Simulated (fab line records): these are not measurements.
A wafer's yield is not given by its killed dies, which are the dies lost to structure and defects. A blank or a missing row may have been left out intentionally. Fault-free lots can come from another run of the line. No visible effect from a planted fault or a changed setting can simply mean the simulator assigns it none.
fab line records -- flow gf180mcu
[record] lots = 24, wafers = 72, last-day = 34
route steps=602 shown CONTACT@303 M1@317 M3@412 V3@452 M4@459
lots untouched by any fault: they come from a run of this same line in which no faults occurred
start-h: the number of hours between the record's first day and the start of the first shown wafer of the lot -- wait-h: hours since the lot's step before -- " as in the row above -- L1.1+2: a single row standing in for several wafers -- - no value, or no start was given -- * or withheld: withheld -- < > ~ a bound
route shown NAME@n: a module of which the file shows steps, and the number in the route of the first -- usual: mean/standard deviation taken from wafers without a fault -- same: alike in all rows -- chamber/n: place in a boat -- sites: the reading at each site -- _std_site: the standard deviation of these -- _edge_site: the outer-site mean with the inner-site mean subtracted -- radius-mm: for every site, how far away it sits from the centre of the wafer -- mask NAME#n: copy n -- behind: tool/chamber where the wafer was last shaped -- hold: why the lot went on hold/how many hours it stayed there/how the hold came to an end -- device: whichever transistor did not switch (one of n, p or np) -- end of line: the route-end tests of the same wafers -- where a step has no rows: the recipe by itself -- killed: not the wafer's yield, but the dies lost to structure and defects at the first sort -- map: the dies of a wafer, with x for killed, . for not killed, _ for no die there
set.NAME: the run value of the setting; set.NAME@STEP: its run value at that earlier step -- model.NAME: the simulator's own value behind a step, which no gauge read
a sample of lots followed through the steps of the route, with each step as a table and each wafer as a row
services: from which hour (start-h, from the record's first day; less than 0 if before it) a tool's chamber was out of use, for how many hours, and why
[[steps]]
[step GF_CONTACT_ETCH_16]
[recipe] chemistry = N2/H2, target-depth-a = withheld, overetch-a = withheld, time-s = withheld, target = BARC, ion-energy-ev = 200, source-w = 500, bias-w = 100, pressure-mtorr = 30, n2-flow-sccm = 100, h2-flow-sccm = 200
[usual] drypump-motor-current-A = 5.7/0.48, oes-product-au = 0.853/0.0054, throttle-valve-pct = 13.224/0.0093
lot.wafer,tool,chamber,start-h,wait-h,drypump-motor-current-A,oes-product-au,throttle-valve-pct
L074.2,rie-diel-03,0,352.14,0.0,6.4,0.855,13.221
L074.3,rie-diel-03,1,352.14,0.0,5.9,0.863,13.228
L074.5,rie-diel-03,1,352.14,0.0,5.9,0.850,13.215
L075.1,rie-diel-03,0,361.92,0.0,6.4,0.857,13.224
L075.4,rie-diel-03,3,361.92,0.0,4.8,0.853,13.231
L075.6,rie-diel-03,3,361.92,0.0,4.8,0.860,13.229
L076.2,rie-diel-03,1,371.12,0.0,5.8,0.854,13.212
L076.3,rie-diel-03,0,371.12,0.0,6.5,0.853,13.232
L076.6,rie-diel-03,1,371.12,0.0,5.8,0.855,13.216
L077.1,rie-diel-03,2,381.72,0.0,5.3,0.853,13.234
L077.2,rie-diel-03,0,381.72,0.0,6.5,0.859,13.231
L077.4,rie-diel-03,1,381.72,0.0,5.8,0.851,13.236
L078.1,rie-diel-03,0,393.72,0.0,6.4,0.859,13.231
L078.5,rie-diel-03,2,393.72,0.0,5.3,0.848,13.221
L078.6,rie-diel-03,0,393.72,0.0,6.4,0.853,13.222
L079.3,rie-diel-03,3,396.42,0.0,4.8,0.859,13.218
L079.4,rie-diel-03,3,396.42,0.0,4.8,0.851,13.224
L079.6,rie-diel-03,2,396.42,0.0,5.4,0.863,13.220
L080.1,rie-diel-03,1,412.17,0.0,5.8,0.857,13.224
L080.3,rie-diel-03,3,412.17,0.0,4.8,0.863,13.232
L080.5,rie-diel-03,2,412.17,0.0,5.4,0.854,13.225
L082.2,rie-diel-01,2,428.07,0.0,5.4,0.849,13.239
L082.3,rie-diel-01,3,428.07,0.0,5.4,0.852,13.227
L082.4,rie-diel-01,0,428.07,0.0,5.9,0.860,13.245
L081.2,rie-diel-01,2,432.62,0.0,5.5,0.856,13.223
L081.5,rie-diel-01,2,432.62,0.0,5.4,0.867,13.224
L081.6,rie-diel-01,0,432.62,0.0,5.9,0.854,13.213
L083.1,rie-diel-03,3,441.49,0.0,4.8,0.849,13.204
L083.4,rie-diel-03,0,441.49,0.0,6.5,0.843,13.234
L083.5,rie-diel-03,3,441.49,0.0,4.8,0.856,13.224
L084.1,rie-diel-02,3,469.91,0.0,6.0,0.852,13.229
L084.2,rie-diel-02,2,469.91,0.0,6.0,0.854,13.224
L084.4,rie-diel-02,0,469.91,0.0,6.0,0.852,13.236
L085.1,rie-diel-02,2,480.37,0.0,6.0,0.859,13.213
L085.2,rie-diel-02,0,480.37,0.0,6.0,0.849,13.222
L085.6,rie-diel-02,0,480.37,0.0,6.0,0.855,13.219
L087.1,rie-diel-01,2,484.56,0.0,5.5,0.856,13.240
L087.3,rie-diel-01,1,484.56,0.0,5.9,0.851,13.227
L087.6,rie-diel-01,1,484.56,0.0,5.9,0.839,13.217
L086.2,rie-diel-01,1,485.72,0.0,5.9,0.844,13.221
L086.5,rie-diel-01,3,485.72,0.0,5.5,0.852,13.221
L086.6,rie-diel-01,1,485.72,0.0,5.9,0.860,13.212
L089.1,rie-diel-03,2,503.54,0.0,5.4,0.863,13.229
L089.3,rie-diel-03,1,503.54,0.0,5.9,0.860,13.231
L089.6,rie-diel-03,1,503.54,0.0,5.8,0.861,13.224
L088.3,rie-diel-03,0,510.62,0.0,6.4,0.843,13.220
L088.4,rie-diel-03,1,510.62,0.0,5.9,0.858,13.235
L088.5,rie-diel-03,2,510.62,0.0,5.4,0.844,13.241
L091.2,rie-diel-03,1,516.09,0.0,5.9,0.850,13.230
L091.5,rie-diel-03,2,516.09,0.0,5.4,0.848,13.231
L091.6,rie-diel-03,1,516.09,0.0,5.8,0.850,13.245
L090.1,rie-diel-01,1,517.72,0.0,5.9,0.858,13.223
L090.2,rie-diel-01,3,517.72,0.0,5.4,0.859,13.231
L090.6,rie-diel-01,0,517.72,0.0,5.9,0.855,13.214
L092.1,rie-diel-03,1,522.06,0.0,5.8,0.850,13.213
L092.3,rie-diel-03,2,522.06,0.0,5.3,0.855,13.221
L092.6,rie-diel-03,0,522.06,0.0,6.5,0.853,13.215
L094.1,rie-diel-01,1,529.57,0.0,5.9,0.859,13.213
L094.2,rie-diel-01,2,529.57,0.0,5.5,0.844,13.226
L094.5,rie-diel-01,0,529.57,0.0,5.9,0.847,13.216
L093.1,rie-diel-02,2,536.72,0.0,5.9,0.849,13.225
L093.3,rie-diel-02,1,536.72,0.0,5.7,0.855,13.230
L093.4,rie-diel-02,0,536.72,0.0,6.0,0.852,13.229
L095.1,rie-diel-03,3,544.49,0.0,4.8,0.858,13.233
L095.4,rie-diel-03,0,544.49,0.0,6.4,0.852,13.233
L095.6,rie-diel-03,2,544.49,0.0,5.4,0.850,13.216
L096.2,rie-diel-01,0,550.14,0.0,5.9,0.843,13.232
L096.4,rie-diel-01,0,550.14,0.0,5.9,0.853,13.224
L096.6,rie-diel-01,2,550.14,0.0,5.5,0.848,13.219
L097.3,rie-diel-01,0,556.52,0.0,5.9,0.850,13.215
L097.5,rie-diel-01,0,556.52,0.0,5.9,0.848,13.211
L097.6,rie-diel-01,2,556.52,0.0,5.5,0.859,13.237
[step GF_CONTACT_ETCH_17]
[recipe] chemistry = C4F8/O2/Ar, mask-material = KrF, target = SiO2, stop-on = CoSi2, source-w = 1500, bias-w = 1200, pressure-mtorr = 40, c4f8-flow-sccm = withheld, O2_flow_sccm = 6, Ar_flow_sccm = 300, time-s = withheld, target-depth-a = 8600
[usual] oes-product-au = 0.813/0.005
lot.wafer,tool,chamber,start-h,wait-h,oes-product-au
L074.2,rie-diel-03,0,-,-,0.816
L074.3,rie-diel-03,1,-,-,0.805
L074.5,rie-diel-03,1,-,-,0.814
L075.1,rie-diel-03,0,-,-,0.811
L075.4,rie-diel-03,3,-,-,0.808
L075.6,rie-diel-03,3,-,-,0.817
L076.2,rie-diel-03,1,-,-,0.823
L076.3,rie-diel-03,0,-,-,0.806
L076.6,rie-diel-03,1,-,-,0.815
L077.1,rie-diel-03,2,-,-,0.810
L077.2,rie-diel-03,0,-,-,0.814
L077.4,rie-diel-03,1,-,-,0.815
L078.1,rie-diel-03,0,-,-,0.820
L078.5,rie-diel-03,2,-,-,0.806
L078.6,rie-diel-03,0,-,-,0.826
L079.3,rie-diel-03,3,-,-,0.818
L079.4,rie-diel-03,3,-,-,0.817
L079.6,rie-diel-03,2,-,-,0.815
L080.1,rie-diel-03,1,-,-,0.814
L080.3,rie-diel-03,3,-,-,0.808
L080.5,rie-diel-03,2,-,-,0.819
L082.2,rie-diel-01,2,-,-,0.824
L082.3,rie-diel-01,3,-,-,0.814
L082.4,rie-diel-01,0,-,-,0.818
L081.2,rie-diel-01,2,-,-,0.811
L081.5,rie-diel-01,2,-,-,0.816
L081.6,rie-diel-01,0,-,-,0.815
L083.1,rie-diel-03,3,-,-,0.814
L083.4,rie-diel-03,0,-,-,0.807
L083.5,rie-diel-03,3,-,-,0.817
L084.1,rie-diel-02,3,-,-,0.821
L084.2,rie-diel-02,2,-,-,0.817
L084.4,rie-diel-02,0,-,-,0.811
L085.1,rie-diel-02,2,-,-,0.821
L085.2,rie-diel-02,0,-,-,0.814
L085.6,rie-diel-02,0,-,-,0.808
L087.1,rie-diel-01,2,-,-,0.818
L087.3,rie-diel-01,1,-,-,0.815
L087.6,rie-diel-01,1,-,-,0.814
L086.2,rie-diel-01,1,-,-,0.809
L086.5,rie-diel-01,3,-,-,0.808
L086.6,rie-diel-01,1,-,-,0.815
L089.1,rie-diel-03,2,-,-,0.806
L089.3,rie-diel-03,1,-,-,0.812
L089.6,rie-diel-03,1,-,-,0.817
L088.3,rie-diel-03,0,-,-,0.814
L088.4,rie-diel-03,1,-,-,0.812
L088.5,rie-diel-03,2,-,-,0.817
L091.2,rie-diel-03,1,-,-,0.809
L091.5,rie-diel-03,2,-,-,0.817
L091.6,rie-diel-03,1,-,-,0.813
L090.1,rie-diel-01,1,-,-,0.802
L090.2,rie-diel-01,3,-,-,0.805
L090.6,rie-diel-01,0,-,-,0.811
L092.1,rie-diel-03,1,-,-,0.808
L092.3,rie-diel-03,2,-,-,0.817
L092.6,rie-diel-03,0,-,-,0.816
L094.1,rie-diel-01,1,-,-,0.817
L094.2,rie-diel-01,2,-,-,0.816
L094.5,rie-diel-01,0,-,-,0.820
L093.1,rie-diel-02,2,-,-,0.804
L093.3,rie-diel-02,1,-,-,0.811
L093.4,rie-diel-02,0,-,-,0.806
L095.1,rie-diel-03,3,-,-,0.813
L095.4,rie-diel-03,0,-,-,0.819
L095.6,rie-diel-03,2,-,-,0.813
L096.2,rie-diel-01,0,-,-,0.812
L096.4,rie-diel-01,0,-,-,0.814
L096.6,rie-diel-01,2,-,-,0.804
L097.3,rie-diel-01,0,-,-,0.815
L097.5,rie-diel-01,0,-,-,0.817
L097.6,rie-diel-01,2,-,-,0.827
[step GF_M1_SPUTTER_02]
[recipe] material = AlCu, target-thk-nm = 450, power-w = 10600, time-s = 23.9, chamber-pressure-pa = 0.4
[usual] throttle-valve-pct = 29.9/0.87
lot.wafer,tool,chamber,start-h,wait-h,throttle-valve-pct
L074.2,pvd-sputter-04,-,353.42,0.0,30.6
L074.3,pvd-sputter-04,-,353.42,0.0,29.9
L074.5,pvd-sputter-04,-,353.42,0.0,29.8
L075.1,pvd-sputter-02,-,363.19,0.0,30.0
L075.4,pvd-sputter-02,-,363.19,0.0,29.0
L075.6,pvd-sputter-02,-,363.19,0.0,28.9
L076.2,pvd-sputter-01,-,372.39,0.0,28.6
L076.3,pvd-sputter-01,-,372.39,0.0,30.5
L076.6,pvd-sputter-01,-,372.39,0.0,30.0
L077.1,pvd-sputter-02,-,383.14,0.0,31.2
L077.2,pvd-sputter-02,-,383.14,0.0,28.7
L077.4,pvd-sputter-02,-,383.14,0.0,28.8
L078.1,pvd-sputter-01,-,394.99,0.0,30.7
L078.5,pvd-sputter-01,-,394.99,0.0,28.9
L078.6,pvd-sputter-01,-,394.99,0.0,30.9
L079.3,pvd-sputter-04,-,397.85,0.0,29.6
L079.4,pvd-sputter-04,-,397.85,0.0,30.8
L079.6,pvd-sputter-04,-,397.85,0.0,31.0
L080.1,pvd-sputter-02,-,413.45,0.0,28.6
L080.3,pvd-sputter-02,-,413.45,0.0,30.1
L080.5,pvd-sputter-02,-,413.45,0.0,31.1
L082.2,pvd-sputter-02,-,429.34,0.0,30.2
L082.3,pvd-sputter-02,-,429.34,0.0,28.7
L082.4,pvd-sputter-02,-,429.34,0.0,28.7
L081.2,pvd-sputter-04,-,433.89,0.0,30.7
L081.5,pvd-sputter-04,-,433.89,0.0,29.8
L081.6,pvd-sputter-04,-,433.89,0.0,29.7
L083.1,pvd-sputter-02,-,442.78,0.0,30.0
L083.4,pvd-sputter-02,-,442.78,0.0,28.6
L083.5,pvd-sputter-02,-,442.78,0.0,31.1
L084.1,pvd-sputter-04,-,471.35,0.0,30.8
L084.2,pvd-sputter-04,-,471.35,0.0,29.6
L084.4,pvd-sputter-04,-,471.35,0.0,29.1
L085.1,pvd-sputter-01,-,481.74,0.0,30.8
L085.2,pvd-sputter-01,-,481.74,0.0,30.3
L085.6,pvd-sputter-01,-,481.74,0.0,30.7
L087.1,pvd-sputter-01,-,485.84,0.0,30.8
L087.3,pvd-sputter-01,-,485.84,0.0,30.7
L087.6,pvd-sputter-01,-,485.84,0.0,30.1
L086.2,pvd-sputter-01,-,486.99,0.0,30.9
L086.5,pvd-sputter-01,-,486.99,0.0,30.5
L086.6,pvd-sputter-01,-,486.99,0.0,28.7
L089.1,pvd-sputter-02,-,504.81,0.0,31.0
L089.3,pvd-sputter-02,-,504.81,0.0,30.0
L089.6,pvd-sputter-02,-,504.81,0.0,30.9
L088.3,pvd-sputter-04,-,511.96,0.0,29.9
L088.4,pvd-sputter-04,-,511.96,0.0,29.3
L088.5,pvd-sputter-04,-,511.96,0.0,29.6
L091.2,pvd-sputter-01,-,517.37,0.0,30.7
L091.5,pvd-sputter-01,-,517.37,0.0,30.6
L091.6,pvd-sputter-01,-,517.37,0.0,28.8
L090.1,pvd-sputter-02,-,519.00,0.0,28.5
L090.2,pvd-sputter-02,-,519.00,0.0,30.1
L090.6,pvd-sputter-02,-,519.00,0.0,28.6
L092.1,pvd-sputter-02,-,523.34,0.0,29.9
L092.3,pvd-sputter-02,-,523.34,0.0,28.7
L092.6,pvd-sputter-02,-,523.34,0.0,30.0
L094.1,pvd-sputter-01,-,530.86,0.0,30.3
L094.2,pvd-sputter-01,-,530.86,0.0,30.9
L094.5,pvd-sputter-01,-,530.86,0.0,29.9
L093.1,pvd-sputter-04,-,538.00,0.0,29.8
L093.3,pvd-sputter-04,-,538.00,0.0,29.2
L093.4,pvd-sputter-04,-,538.00,0.0,29.9
L095.1,pvd-sputter-01,-,545.77,0.0,30.9
L095.4,pvd-sputter-01,-,545.77,0.0,29.0
L095.6,pvd-sputter-01,-,545.77,0.0,28.9
L096.2,pvd-sputter-01,-,551.41,0.0,29.9
L096.4,pvd-sputter-01,-,551.41,0.0,30.7
L096.6,pvd-sputter-01,-,551.41,0.0,31.0
L097.3,pvd-sputter-02,-,557.79,0.0,30.0
L097.5,pvd-sputter-02,-,557.79,0.0,31.2
L097.6,pvd-sputter-02,-,557.79,0.0,28.6
[step GF_M3_SPUTTER_03]
[recipe] material = Ti, target-thk-nm = 10, substrate-temp-c = 300, chamber-pressure-pa = 0.2871, power-w = 3000, time-s = 6.7
[usual] throttle-valve-pct = 29.9/0.85
lot.wafer,tool,chamber,start-h,wait-h,throttle-valve-pct
L074.2,pvd-sputter-01,-,452.58,0.0,28.9
L074.3,pvd-sputter-01,-,452.58,0.0,30.5
L074.5,pvd-sputter-01,-,452.58,0.0,30.8
L075.1,pvd-sputter-02,-,463.32,0.0,30.9
L075.4,pvd-sputter-02,-,463.32,0.0,30.2
L075.6,pvd-sputter-02,-,463.32,0.0,28.7
L076.2,pvd-sputter-04,-,474.34,0.0,29.6
L076.3,pvd-sputter-04,-,474.34,0.0,29.7
L076.6,pvd-sputter-04,-,474.34,0.0,29.7
L077.1,pvd-sputter-02,-,486.43,0.0,28.4
L077.2,pvd-sputter-02,-,486.43,0.0,31.3
L077.4,pvd-sputter-02,-,486.43,0.0,30.0
L078.1,pvd-sputter-01,-,497.16,0.0,29.9
L078.5,pvd-sputter-01,-,497.16,0.0,29.8
L078.6,pvd-sputter-01,-,497.16,0.0,29.0
L079.3,pvd-sputter-02,-,501.11,0.0,28.5
L079.4,pvd-sputter-02,-,501.11,0.0,31.1
L079.6,pvd-sputter-02,-,501.11,0.0,28.6
L080.1,pvd-sputter-04,-,513.43,0.0,29.2
L080.3,pvd-sputter-04,-,513.43,0.0,29.8
L080.5,pvd-sputter-04,-,513.43,0.0,29.5
L082.2,pvd-sputter-04,-,530.08,0.0,30.6
L082.3,pvd-sputter-04,-,530.08,0.0,29.3
L082.4,pvd-sputter-04,-,530.08,0.0,29.6
L081.2,pvd-sputter-01,-,535.64,0.0,30.7
L081.5,pvd-sputter-01,-,535.64,0.0,30.1
L081.6,pvd-sputter-01,-,535.64,0.0,30.9
L083.1,pvd-sputter-02,-,543.13,0.0,28.4
L083.4,pvd-sputter-02,-,543.13,0.0,30.3
L083.5,pvd-sputter-02,-,543.13,0.0,30.1
L084.1,pvd-sputter-01,-,570.14,0.0,30.0
L084.2,pvd-sputter-01,-,570.14,0.0,30.9
L084.4,pvd-sputter-01,-,570.14,0.0,30.8
L085.1,pvd-sputter-04,-,578.88,0.0,30.8
L085.2,pvd-sputter-04,-,578.88,0.0,29.8
L085.6,pvd-sputter-04,-,578.88,0.0,28.9
L087.1,pvd-sputter-04,-,582.49,0.0,29.6
L087.3,pvd-sputter-04,-,582.49,0.0,29.2
L087.6,pvd-sputter-04,-,582.49,0.0,29.4
L086.2,pvd-sputter-01,-,584.91,0.0,30.0
L086.5,pvd-sputter-01,-,584.91,0.0,30.0
L086.6,pvd-sputter-01,-,584.91,0.0,28.6
L089.1,pvd-sputter-04,-,600.74,0.0,29.8
L089.3,pvd-sputter-04,-,600.74,0.0,29.9
L089.6,pvd-sputter-04,-,600.74,0.0,29.8
L088.3,pvd-sputter-01,-,606.70,0.0,31.2
L088.4,pvd-sputter-01,-,606.70,0.0,30.8
L088.5,pvd-sputter-01,-,606.70,0.0,29.1
L091.2,pvd-sputter-01,-,611.96,0.0,30.7
L091.5,pvd-sputter-01,-,611.96,0.0,30.7
L091.6,pvd-sputter-01,-,611.96,0.0,30.8
L090.1,pvd-sputter-01,-,613.68,0.0,29.0
L090.2,pvd-sputter-01,-,613.68,0.0,30.1
L090.6,pvd-sputter-01,-,613.68,0.0,30.7
L092.1,pvd-sputter-02,-,616.89,0.0,30.8
L092.3,pvd-sputter-02,-,616.89,0.0,28.7
L092.6,pvd-sputter-02,-,616.89,0.0,30.8
L094.1,pvd-sputter-01,-,624.10,0.0,28.7
L094.2,pvd-sputter-01,-,624.10,0.0,30.6
L094.5,pvd-sputter-01,-,624.10,0.0,30.7
L093.1,pvd-sputter-02,-,630.58,0.0,30.0
L093.3,pvd-sputter-02,-,630.58,0.0,28.7
L093.4,pvd-sputter-02,-,630.58,0.0,28.6
L095.1,pvd-sputter-02,-,637.34,0.0,31.1
L095.4,pvd-sputter-02,-,637.34,0.0,28.7
L095.6,pvd-sputter-02,-,637.34,0.0,28.7
L096.2,pvd-sputter-04,-,642.46,0.0,29.2
L096.4,pvd-sputter-04,-,642.46,0.0,30.6
L096.6,pvd-sputter-04,-,642.46,0.0,30.7
L097.3,pvd-sputter-02,-,647.88,0.0,28.7
L097.5,pvd-sputter-02,-,647.88,0.0,30.0
L097.6,pvd-sputter-02,-,647.88,0.0,29.0
[step GF_V3_CVD_23]
[recipe] material = W, target-thk-nm = 350, time-s = 104.9, temp-c = 400, pressure-torr = 40
[usual] heater-power-w = 902/75
lot.wafer,tool,chamber,start-h,wait-h,heater-power-w
L074.2,cvd-w-02,0,503.49,0.0,880
L074.3,cvd-w-02,0,503.49,0.0,875
L074.5,cvd-w-02,0,503.49,0.0,884
L075.1,cvd-w-02,0,512.29,0.0,892
L075.4,cvd-w-02,0,512.29,0.0,872
L075.6,cvd-w-02,0,512.29,0.0,889
L076.2,cvd-w-02,1,523.54,0.0,815
L076.3,cvd-w-02,0,523.54,0.0,905
L076.6,cvd-w-02,1,523.54,0.0,829
L077.1,cvd-w-01,0,535.64,0.0,1032
L077.2,cvd-w-01,1,535.64,0.0,887
L077.4,cvd-w-01,0,535.64,0.0,1017
L078.1,cvd-w-02,1,546.38,0.0,820
L078.5,cvd-w-02,0,546.38,0.0,889
L078.6,cvd-w-02,1,546.38,0.0,824
L079.3,cvd-w-01,0,550.08,0.1,1043
L079.4,cvd-w-01,1,550.08,0.1,899
L079.6,cvd-w-01,1,550.08,0.1,880
L080.1,cvd-w-01,0,562.52,0.0,1028
L080.3,cvd-w-01,0,562.52,0.0,1030
L080.5,cvd-w-01,0,562.52,0.0,1022
L082.2,cvd-w-02,1,576.64,0.0,826
L082.3,cvd-w-02,0,576.64,0.0,896
L082.4,cvd-w-02,1,576.64,0.0,846
L081.2,cvd-w-01,0,582.54,0.0,1059
L081.5,cvd-w-01,0,582.54,0.0,1017
L081.6,cvd-w-01,1,582.54,0.0,895
L083.1,cvd-w-01,1,589.59,0.0,885
L083.4,cvd-w-01,1,589.59,0.0,888
L083.5,cvd-w-01,0,589.59,0.0,1021
L084.1,cvd-w-02,0,615.54,0.0,891
L084.2,cvd-w-02,1,615.54,0.0,829
L084.4,cvd-w-02,1,615.54,0.0,833
L085.1,cvd-w-02,0,623.89,0.0,910
L085.2,cvd-w-02,1,623.89,0.0,832
L085.6,cvd-w-02,1,623.89,0.0,845
L087.1,cvd-w-02,0,626.70,0.0,900
L087.3,cvd-w-02,0,626.70,0.0,883
L087.6,cvd-w-02,0,626.70,0.0,906
L086.2,cvd-w-02,0,629.23,0.0,902
L086.5,cvd-w-02,1,629.23,0.0,822
L086.6,cvd-w-02,0,629.23,0.0,896
L089.1,cvd-w-01,1,644.07,0.0,908
L089.3,cvd-w-01,0,644.07,0.0,1044
L089.6,cvd-w-01,0,644.07,0.0,1037
L088.3,cvd-w-02,0,649.42,0.1,910
L088.4,cvd-w-02,1,649.42,0.1,841
L088.5,cvd-w-02,1,649.42,0.1,848
L091.2,cvd-w-02,0,655.15,0.0,898
L091.5,cvd-w-02,0,655.15,0.0,900
L091.6,cvd-w-02,1,655.15,0.0,810
L090.1,cvd-w-02,0,657.21,0.0,891
L090.2,cvd-w-02,1,657.21,0.0,838
L090.6,cvd-w-02,1,657.21,0.0,805
L092.1,cvd-w-02,0,659.80,0.0,881
L092.3,cvd-w-02,0,659.80,0.0,906
L092.6,cvd-w-02,0,659.80,0.0,888
L094.1,cvd-w-01,1,665.21,0.0,924
L094.2,cvd-w-01,0,665.21,0.0,1044
L094.5,cvd-w-01,0,665.21,0.0,1055
L093.1,cvd-w-02,1,671.11,0.0,813
L093.3,cvd-w-02,0,671.11,0.0,906
L093.4,cvd-w-02,1,671.11,0.0,824
L095.1,cvd-w-01,1,678.53,0.0,880
L095.4,cvd-w-01,0,678.53,0.0,1069
L095.6,cvd-w-01,1,678.53,0.0,908
L096.2,cvd-w-01,1,683.48,0.0,890
L096.4,cvd-w-01,1,683.48,0.0,895
L096.6,cvd-w-01,0,683.48,0.0,1069
L097.3,cvd-w-02,1,688.93,0.1,845
L097.5,cvd-w-02,0,688.93,0.1,889
L097.6,cvd-w-02,1,688.93,0.1,836
[step GF_M4_SPUTTER_03]
[recipe] material = Ti, target-thk-nm = 10, substrate-temp-c = 300, chamber-pressure-pa = 0.3, power-w = 3000, time-s = 6.7
[usual] throttle-valve-pct = 29.8/0.95
lot.wafer,tool,chamber,start-h,wait-h,throttle-valve-pct
L074.2,pvd-sputter-03,-,504.24,0.0,30.6
L074.3,pvd-sputter-03,-,504.24,0.0,29.6
L074.5,pvd-sputter-03,-,504.24,0.0,29.0
L075.1,pvd-sputter-02,-,513.13,0.0,28.5
L075.4,pvd-sputter-02,-,513.13,0.0,29.9
L075.6,pvd-sputter-02,-,513.13,0.0,30.9
L076.2,pvd-sputter-01,-,524.29,0.0,28.6
L076.3,pvd-sputter-01,-,524.29,0.0,30.8
L076.6,pvd-sputter-01,-,524.29,0.0,30.1
L077.1,pvd-sputter-01,-,536.39,0.0,30.3
L077.2,pvd-sputter-01,-,536.39,0.0,28.7
L077.4,pvd-sputter-01,-,536.39,0.0,30.6
L078.1,pvd-sputter-02,-,547.13,0.0,28.8
L078.5,pvd-sputter-02,-,547.13,0.0,28.6
L078.6,pvd-sputter-02,-,547.13,0.0,29.9
L079.3,pvd-sputter-02,-,550.79,0.0,30.0
L079.4,pvd-sputter-02,-,550.79,0.0,28.7
L079.6,pvd-sputter-02,-,550.79,0.0,28.7
L080.1,pvd-sputter-02,-,563.27,0.0,28.4
L080.3,pvd-sputter-02,-,563.27,0.0,30.0
L080.5,pvd-sputter-02,-,563.27,0.0,31.0
L082.2,pvd-sputter-01,-,577.39,0.0,30.3
L082.3,pvd-sputter-01,-,577.39,0.0,28.8
L082.4,pvd-sputter-01,-,577.39,0.0,30.6
L081.2,pvd-sputter-01,-,583.29,0.0,30.0
L081.5,pvd-sputter-01,-,583.29,0.0,30.8
L081.6,pvd-sputter-01,-,583.29,0.0,30.7
L083.1,pvd-sputter-02,-,590.34,0.0,31.3
L083.4,pvd-sputter-02,-,590.34,0.0,28.9
L083.5,pvd-sputter-02,-,590.34,0.0,28.6
L084.1,pvd-sputter-03,-,616.29,0.0,28.6
L084.2,pvd-sputter-03,-,616.29,0.0,30.8
L084.4,pvd-sputter-03,-,616.29,0.0,28.8
L085.1,pvd-sputter-02,-,624.64,0.0,28.9
L085.2,pvd-sputter-02,-,624.64,0.0,31.0
L085.6,pvd-sputter-02,-,624.64,0.0,30.2
L087.1,pvd-sputter-01,-,627.46,0.0,28.8
L087.3,pvd-sputter-01,-,627.46,0.0,29.9
L087.6,pvd-sputter-01,-,627.46,0.0,30.0
L086.2,pvd-sputter-03,-,629.99,0.0,28.4
L086.5,pvd-sputter-03,-,629.99,0.0,28.5
L086.6,pvd-sputter-03,-,629.99,0.0,28.9
L089.1,pvd-sputter-01,-,644.83,0.0,28.9
L089.3,pvd-sputter-01,-,644.83,0.0,30.7
L089.6,pvd-sputter-01,-,644.83,0.0,30.9
L088.3,pvd-sputter-03,-,650.13,0.0,28.9
L088.4,pvd-sputter-03,-,650.13,0.0,29.5
L088.5,pvd-sputter-03,-,650.13,0.0,27.9
L091.2,pvd-sputter-01,-,655.91,0.0,30.5
L091.5,pvd-sputter-01,-,655.91,0.0,30.2
L091.6,pvd-sputter-01,-,655.91,0.0,30.9
L090.1,pvd-sputter-01,-,657.96,0.0,30.8
L090.2,pvd-sputter-01,-,657.96,0.0,30.0
L090.6,pvd-sputter-01,-,657.96,0.0,30.0
L092.1,pvd-sputter-03,-,660.55,0.0,29.5
L092.3,pvd-sputter-03,-,660.55,0.0,31.0
L092.6,pvd-sputter-03,-,660.55,0.0,28.4
L094.1,pvd-sputter-03,-,665.96,0.0,28.9
L094.2,pvd-sputter-03,-,665.96,0.0,30.8
L094.5,pvd-sputter-03,-,665.96,0.0,30.6
L093.1,pvd-sputter-01,-,671.86,0.0,30.5
L093.3,pvd-sputter-01,-,671.86,0.0,30.3
L093.4,pvd-sputter-01,-,671.86,0.0,30.7
L095.1,pvd-sputter-03,-,679.29,0.0,28.6
L095.4,pvd-sputter-03,-,679.29,0.0,29.1
L095.6,pvd-sputter-03,-,679.29,0.0,28.9
L096.2,pvd-sputter-01,-,684.23,0.0,30.6
L096.4,pvd-sputter-01,-,684.23,0.0,31.0
L096.6,pvd-sputter-01,-,684.23,0.0,29.9
L097.3,pvd-sputter-01,-,689.65,0.0,30.3
L097.5,pvd-sputter-01,-,689.65,0.0,30.7
L097.6,pvd-sputter-01,-,689.65,0.0,30.1
[[services]]
tool,chamber,start-h,hours,kind
rie-diel-03,0,331.82,10.0,repair
pvd-sputter-01,-,361.29,10.6,repair
rie-diel-03,3,366.85,3.2,repair
rie-diel-03,1,389.74,7.1,repair
rie-diel-01,3,428.29,4.9,repair
rie-diel-03,0,431.90,4.0,repair
rie-diel-03,-,453.71,2.8,pm
pvd-sputter-01,-,459.79,1.9,repair
pvd-sputter-02,-,478.38,1.3,repair
rie-diel-03,3,481.93,9.7,repair
rie-diel-01,0,483.62,2.6,repair
rie-diel-01,-,513.40,2.8,pm
pvd-sputter-01,-,520.69,1.6,repair
rie-diel-01,3,535.13,6.6,repair
rie-diel-03,1,549.28,3.6,repair
pvd-sputter-02,-,560.54,0.5,repair
rie-diel-01,3,560.86,1.6,repair
rie-diel-03,2,571.41,56.1,repair
rie-diel-01,0,597.31,1.2,repair
rie-diel-01,0,606.83,9.2,repair
rie-diel-03,1,639.91,15.3,repair
pvd-sputter-01,-,648.02,6.2,repair
rie-diel-03,2,648.91,9.4,repair
rie-diel-03,2,676.97,19.4,repair
[[key]]
fault none
